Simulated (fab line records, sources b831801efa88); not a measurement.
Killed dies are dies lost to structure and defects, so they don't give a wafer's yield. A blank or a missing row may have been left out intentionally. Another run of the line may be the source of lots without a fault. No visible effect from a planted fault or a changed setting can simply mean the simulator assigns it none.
Which of the tools did it? / flow sfqLine / 14 lots, 42 wafers sampled, at 1 step of a route of 325

== WHAT EACH GAUGE READ, for each wafer ==
No reading from a measuring or inspecting step in the record can be judged against a usual standard deviation.

== EACH LOT AND THE TOOL THAT RAN IT (in order: tool; ch and the chambers of the sampled wafers; start) ==
lot=L650; SFQ_TRILAYER_M7_BARC_OPEN_METAL_ETCH_229=rieMetal-01 ch 1, day 65 01:55
lot=L651; SFQ_TRILAYER_M7_BARC_OPEN_METAL_ETCH_229=rieMetal-01 ch 0,1, day 65 10:25
lot=L652; SFQ_TRILAYER_M7_BARC_OPEN_METAL_ETCH_229=rieMetal-01 ch 0,1, day 65 14:16
lot=L653; SFQ_TRILAYER_M7_BARC_OPEN_METAL_ETCH_229=rieMetal-03 ch 0,1, day 65 20:01
lot=L654; SFQ_TRILAYER_M7_BARC_OPEN_METAL_ETCH_229=rieMetal-01 ch 0,1, day 66 17:37
lot=L658; SFQ_TRILAYER_M7_BARC_OPEN_METAL_ETCH_229=rieMetal-03 ch 0,1, day 67 13:15
lot=L660; SFQ_TRILAYER_M7_BARC_OPEN_METAL_ETCH_229=rieMetal-02 ch 0,1, day 68 01:15
lot=L661; SFQ_TRILAYER_M7_BARC_OPEN_METAL_ETCH_229=rieMetal-03 ch 0,1, day 68 07:14
lot=L666; SFQ_TRILAYER_M7_BARC_OPEN_METAL_ETCH_229=rieMetal-02 ch 0,1, day 69 12:31
lot=L667; SFQ_TRILAYER_M7_BARC_OPEN_METAL_ETCH_229=rieMetal-01 ch 0,1, day 69 14:56
lot=L668; SFQ_TRILAYER_M7_BARC_OPEN_METAL_ETCH_229=rieMetal-02 ch 0,1, day 69 16:07
lot=L671; SFQ_TRILAYER_M7_BARC_OPEN_METAL_ETCH_229=rieMetal-01 ch 0,1, day 70 13:31
lot=L672; SFQ_TRILAYER_M7_BARC_OPEN_METAL_ETCH_229=rieMetal-03 ch 0,1, day 70 14:44
lot=L673; SFQ_TRILAYER_M7_BARC_OPEN_METAL_ETCH_229=rieMetal-01 ch 0,1, day 70 18:19
- SFQ_TRILAYER_M7_BARC_OPEN_METAL_ETCH_229: etches BARC in O2, target depth 125 nm, time 41.7 s.

== AS READ BY THE TOOLS THEMSELVES (means over the sampled wafers that have a number; for cases with no such wafer, the mark the record gives instead) ==
SFQ_TRILAYER_M7_BARC_OPEN_METAL_ETCH_229.
lot=L650; tool=rieMetal-01; biasW (W)=80.25; chamberPressureMTorr (mTorr)=9.997; drypumpMotorCurrentA (A)=5.8; oesProductAu (a.u.)=0.685
lot=L651; tool=rieMetal-01; biasW (W)=79.90; chamberPressureMTorr (mTorr)=10.001; drypumpMotorCurrentA (A)=5.3; oesProductAu (a.u.)=0.685
lot=L652; tool=rieMetal-01; biasW (W)=80.00; chamberPressureMTorr (mTorr)=10.001; drypumpMotorCurrentA (A)=5.5; oesProductAu (a.u.)=0.686
lot=L653; tool=rieMetal-03; biasW (W)=79.97; chamberPressureMTorr (mTorr)=9.997; drypumpMotorCurrentA (A)=5.2; oesProductAu (a.u.)=0.685
lot=L654; tool=rieMetal-01; biasW (W)=80.03; chamberPressureMTorr (mTorr)=9.996; drypumpMotorCurrentA (A)=5.6; oesProductAu (a.u.)=0.684
lot=L658; tool=rieMetal-03; biasW (W)=81.89; chamberPressureMTorr (mTorr)=10.002; drypumpMotorCurrentA (A)=5.2; oesProductAu (a.u.)=0.686
lot=L660; tool=rieMetal-02; biasW (W)=79.84; chamberPressureMTorr (mTorr)=10.003; drypumpMotorCurrentA (A)=5.9; oesProductAu (a.u.)=0.681
lot=L661; tool=rieMetal-03; biasW (W)=81.75; chamberPressureMTorr (mTorr)=10.001; drypumpMotorCurrentA (A)=5.2; oesProductAu (a.u.)=0.686
lot=L666; tool=rieMetal-02; biasW (W)=80.29; chamberPressureMTorr (mTorr)=9.998; drypumpMotorCurrentA (A)=5.9; oesProductAu (a.u.)=0.680
lot=L667; tool=rieMetal-01; biasW (W)=79.96; chamberPressureMTorr (mTorr)=9.995; drypumpMotorCurrentA (A)=5.5; oesProductAu (a.u.)=0.687
lot=L668; tool=rieMetal-02; biasW (W)=79.82; chamberPressureMTorr (mTorr)=9.995; drypumpMotorCurrentA (A)=5.9; oesProductAu (a.u.)=0.682
lot=L671; tool=rieMetal-01; biasW (W)=79.99; chamberPressureMTorr (mTorr)=10.004; drypumpMotorCurrentA (A)=5.5; oesProductAu (a.u.)=0.688
lot=L672; tool=rieMetal-03; biasW (W)=79.95; chamberPressureMTorr (mTorr)=9.998; drypumpMotorCurrentA (A)=5.2; oesProductAu (a.u.)=0.687
lot=L673; tool=rieMetal-01; biasW (W)=80.07; chamberPressureMTorr (mTorr)=9.988; drypumpMotorCurrentA (A)=5.6; oesProductAu (a.u.)=0.681

== THE ANSWER, worked out from the rows above alone ==
Rule: the lots themselves supply what counts as usual. The widest of any qualifying gaps counts: lots, ordered by their means at a reading, are off when they make up no more than a third of the lots, leave a main group of 4 or more, and stand apart from it by 3 or more times the standard deviation of that group's means. If all means in a main group match to the digits the tables above print for the reading, that group is not used. Also off: a lot with no number at a reading for which 4 or more lots have one. All remaining lots with rows at the step are treated as sound. After the gauges, taken in route order, come the tools' own readings; for these a lot's mean is taken, as printed above. At the first step where some lot is off, the reading lying furthest off is the one used; lots without a number count as furthest.
Off: L658, L661 (SFQ_TRILAYER_M7_BARC_OPEN_METAL_ETCH_229, biasW). The main group has a mean of 80.01 W with a standard deviation of 0.14.
If a tool, at that step or one of the process steps before it, ran each lot that is off and ran no sound lot following the first of them, it fits. Of those tried, none fits.

== WHAT THE SIMULATOR PUT IN ==
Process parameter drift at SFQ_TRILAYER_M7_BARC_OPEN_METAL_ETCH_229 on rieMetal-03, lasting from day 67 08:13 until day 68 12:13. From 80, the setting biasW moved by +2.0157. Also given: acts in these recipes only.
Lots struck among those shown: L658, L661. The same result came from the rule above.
